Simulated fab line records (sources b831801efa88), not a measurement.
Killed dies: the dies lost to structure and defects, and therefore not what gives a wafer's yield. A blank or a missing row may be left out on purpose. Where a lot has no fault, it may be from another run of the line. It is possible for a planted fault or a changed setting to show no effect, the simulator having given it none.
A struck lot beside a sound one ; flow gf180mcu ; 18 steps out of a route of 602
Sound: these wafers, L440.1, L440.4, L440.6. Struck: wafer L451.3 (left out: L451.2, L451.5 of the same lot, which were not struck); the cause appears at the end.
At each step with rows: each side's tool, then ch and its chambers, then its first start. Under that, the readings that differ: sound wafers ; struck wafers ; difference of the means ; sigmas: that difference in standard deviations of wafers without a fault.
alike: same words and numbers on both sides, and readings whose means sit less than 2 such deviations apart. not compared: any withheld reading, any reading some wafer has no value for, any bound like >300 that may hide the same value, and any number with overlapping values for which the record gives no deviation.
The two part at a step that has a row with sigmas, a row that says differs or no value, or rows on one side only. Non-overlapping numbers with no deviation appear without sigmas and do not part them. A reading that every wafer of one side lacks parts them only if that side has two wafers or more.

first, 2 steps without rows for these wafers: GF_DUAL_GATE_PEB_09; GF_DUAL_GATE_DEVELOP_10 (develop time 60 s).
GF_DUAL_GATE_OVL_MEAS_11:
  sound: overlay-02 at day 9 15:01; struck: overlay-02 at day 12 18:46
  alike: DUAL_GATE_OVL
then, 1 step without rows for these wafers: GF_DUAL_GATE_WET_ETCH_12 (etches SiO2 in dHF, target depth 13 nm, time 260 s).
GF_DUAL_GATE_STRIP_13: strips in O2/N2.
  sound on plasma-asher-02 ch 0,1, day 9 15:08; struck on plasma-asher-03 ch 1, day 12 18:52
reading;sound;struck;difference;sigmas
heater-power-w (W);383 368 329;264;-96;-2
oes-product-au (a.u.);0.707 0.714 0.712;0.725;+0.014;+3
  alike: chamber-pressure-mTorr, drypump-motor-current-A, strip-time-to-endpoint-s
  not compared: rf-hours-counter-h
then, 3 steps without rows for these wafers: GF_DUAL_GATE_CLEAN_14 (cleans in SC1/SC2, time 150 s); GF_DUAL_GATE_OXIDATION_15 (stabilise 600 s, purge 300 s, target thk 7.098 nm); GF_POLY_GATE_CVD_00 (deposits poly-Si, target thk 200 nm, time 1200 s).
GF_POLY_GATE_THK_MEAS_01:
  sound: film-metro-01 at day 9 18:50; struck: film-metro-03 at day 12 21:55
  alike: POLY_GATE_CVD_00_THK
then, 3 steps without rows for these wafers: GF_POLY_GATE_DEHYDRATE_02 (time 60 s); GF_POLY_GATE_HMDS_03 (prime time 60 s); GF_POLY_GATE_COAT_04.
GF_POLY_GATE_COAT_05: resist thk 700 nm.
  sound on litho-track-02 ch 0, day 10 03:00; struck on litho-track-02 ch 0, day 13 08:00
reading;sound;struck;difference;sigmas
model.KrF_of_POLY_GATE_COAT_05.thk-nm (nm);700.5 700 701.2;682.5;-18.1;
then, 3 steps without rows for these wafers: GF_POLY_GATE_SOFTBAKE_06 (time 60 s); GF_POLY_GATE_EXPOSE_07 (exposes mask Poly2, target cd 280 nm); GF_POLY_GATE_PEB_08 (peb time 90 s).
GF_POLY_GATE_DEVELOP_09: develop time 60 s.
  sound on litho-track-01 ch 0, day 10 12:50; struck on litho-track-03 ch 0, day 13 18:35
reading;sound;struck;difference;sigmas
model.KrF_of_POLY_GATE_COAT_05.thk-nm (nm);685.6 685.1 686.3;667.6;-18.1;
GF_POLY_GATE_CD_MEAS_10: the cd target is 280 nm.
  sound: cd-sem-02 at day 10 12:59; struck: cd-sem-01 at day 13 18:43
  alike: cd-nm

== WHERE THEY PART ==
At GF_DUAL_GATE_STRIP_13 and nowhere else, as far as this record goes. Later steps at which nothing parts them and some readings are alike: GF_POLY_GATE_THK_MEAS_01, GF_POLY_GATE_CD_MEAS_10.

WHY: the cause the simulator had injected
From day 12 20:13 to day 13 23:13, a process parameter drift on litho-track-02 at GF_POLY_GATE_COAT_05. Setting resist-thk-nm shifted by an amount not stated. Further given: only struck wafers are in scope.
